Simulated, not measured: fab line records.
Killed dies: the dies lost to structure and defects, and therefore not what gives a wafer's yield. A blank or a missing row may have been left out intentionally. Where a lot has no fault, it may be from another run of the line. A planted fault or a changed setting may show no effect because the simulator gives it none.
8D (eight disciplines) problem report, filled in by code + flow sky130 + the parts of the form that need people (team, actions taken, sign-off) are left out

1. WHAT IS WRONG
killed_at_M4_up at SKY_PAD_OPEN_PROBE_99 reads a mean of 58.8 on 4 wafers of 3 lots; wafers without a fault read 3.2 with a standard deviation of 1.6. That is +35 standard deviations from the usual mean.
First observed at day 49 07:17: wafer L646.4, on prober-02. The record holds 45 wafers of 15 lots with a number at this step. By rule, "out" or "out of limits" means more than 4 standard deviations away from the usual mean. All remaining wafers that have a number are taken as sound.

2. WHAT IT IS AND WHAT IT IS NOT
| question                    | is                                    | is not                                                                                                   |
|-----------------------------|---------------------------------------|----------------------------------------------------------------------------------------------------------|
| which readings at this step | killed_at_M4_up, sort_bin_3_pad_short | killed at front end, killed at other, killed short, sort_bin_6_memory                                    |
| which lots                  | L646, L647, L648                      | L637, L638, L639, L641, L642, L643, L644, L645, L656, L657, L658, L659                                   |
| which wafers of those lots  | L646.4, L647.4, L647.5, L648.6        | L646.3, L646.5, L647.6, L648.3, L648.5                                                                   |
| read on which tools         | prober-01, prober-02                  | -                                                                                                        |
| when                        | from day 49 07:17                     | up to then (25 sound wafers); but 16 sound wafers of L646, L647, L648, L656, L657, L658, L659 came after |

3. WHAT RULES OUT EACH SUSPECT
Counting: if a tool at a process step up to the reading ran every lot that is out, it stays a suspect. Sound lots after the first of them don't rule it out here, since some wafers of a struck lot are sound.
- pvd sputter-03 at SKY_METAL4_SPUTTER_03 (material Ti, target thk 5 nm, time 3.3 s): kept. It processed each lot that is out (first: L646, day 43 15:34); up to then, its last sound lot is L644 (day 42 19:28).
Remaining after the count: pvd sputter-03 at SKY_METAL4_SPUTTER_03.

4. THE CAUSE (what the simulator had put in)
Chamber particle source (pvd sputter-03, SKY_METAL4_SPUTTER_03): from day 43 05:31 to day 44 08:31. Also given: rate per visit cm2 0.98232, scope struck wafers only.
After counting, this tool was the only one left.

5. THE CHAIN OF EFFECTS, in route order
Each row: a reading whose mean over the struck wafers that have a number lies more than 3 standard deviations from the usual. Scope: only readings with a usual standard deviation given in the record; hours: median across lots of the time from each lot's start at the first step in this table that gives one to its start at this step; sigmas: change in usual standard deviations.
| hours | step                  | reading              | usual  | on struck wafers | change | sigmas |
|-------|-----------------------|----------------------|--------|------------------|--------|--------|
| 0     | SKY_PAD_OPEN_PROBE_99 | defect limited yield | 82.3 % | 74.2             | -8.0   | -4.5   |
| 0     | SKY_PAD_OPEN_PROBE_99 | killed_at_M4_up      | 3.2    | 58.8             | +55.5  | +35    |
| 0     | SKY_PAD_OPEN_PROBE_99 | killed dies          | 87     | 127              | +40    | +4.5   |
| 0     | SKY_PAD_OPEN_PROBE_99 | sort_bin_3_pad_short | 0.8 %  | 3.3              | +2.5   | +6.2   |
| 0     | SKY_PAD_OPEN_PROBE_99 | sort_bin_5_function  | 10.5 % | 16.4             | +5.9   | +4.2   |
| 0     | SKY_PAD_OPEN_PROBE_99 | sort n pass          | 405    | 365              | -40    | -4.5   |
| 0     | SKY_PAD_OPEN_PROBE_99 | sort yield pct       | 82.3 % | 74.2             | -8.0   | -4.5   |
Process steps it contains:
- SKY_PAD_OPEN_PROBE_99

6. HOW IT WOULD HAVE BEEN CAUGHT EARLIER
First out-of-limits reading in this record: day 49 07:17, which is 146 hours after fault onset at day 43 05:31.
Of the tool readings at SKY_METAL4_SPUTTER_03 for which the record gives a usual standard deviation, none was out on any struck wafer, so an alarm limit of 4 standard deviations on them would not have fired.
By day 49 07:17 the whole set of lots that are out, 3 in number, had already begun SKY_METAL4_SPUTTER_03 on pvd sputter-03. Had the tool been put on hold then, not one of them would have been saved.
